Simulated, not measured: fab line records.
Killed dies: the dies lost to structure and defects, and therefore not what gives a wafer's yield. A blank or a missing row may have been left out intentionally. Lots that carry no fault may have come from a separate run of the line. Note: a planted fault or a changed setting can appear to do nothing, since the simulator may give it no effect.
Which tool did it?    flow sky130    at 1 step of a route of 708, 7 lots with 21 wafers sampled

WHAT THE GAUGES READ, wafer by wafer
SKY_VT_ADJUST_HVTR_CD_MEAS_07: target cd 380 nm.
lot   measured      on         cd_nm (nm)
L624  day 9 13:37   cd_sem-02  377.6 375.5 378.7
L626  day 10 02:52  cd_sem-01  377.6 378.9 380.4
L630  day 11 06:18  cd_sem-02  378.8 379.1 378.3
L632  day 12 00:35  cd_sem-01  375.4 378.0 376.7
L639  day 15 01:25  cd_sem-02  385.7 384.4 382.4
L644  day 16 05:43  cd_sem-01  380.4 381.0 380.7
L646  day 18 07:54  cd_sem-01  379.6 380.8 379.4

EACH LOT AND THE TOOL THAT RAN IT (in order: tool; ch and the chambers of the sampled wafers; start)
There is no process step in the record ahead of these readings.

THE ANSWER, worked out from the rows above alone
Rule: the lots themselves supply what counts as usual. The widest of any qualifying gaps counts: lots, ordered by their means at a reading, are off when they make up no more than a third of the lots, leave a main group of 4 or more, and stand apart from it by 3 or more times the standard deviation of that group's means. A main group is skipped when, at the precision printed for the reading in the tables above, its means are all equal. A lot without any number at a reading at which 4 lots or more have one is off too. Any other lot the step has rows for is counted as sound.
No lot is off on any of the readings shown, so nothing can be concluded from this.

WHAT THE SIMULATOR HAD INSERTED
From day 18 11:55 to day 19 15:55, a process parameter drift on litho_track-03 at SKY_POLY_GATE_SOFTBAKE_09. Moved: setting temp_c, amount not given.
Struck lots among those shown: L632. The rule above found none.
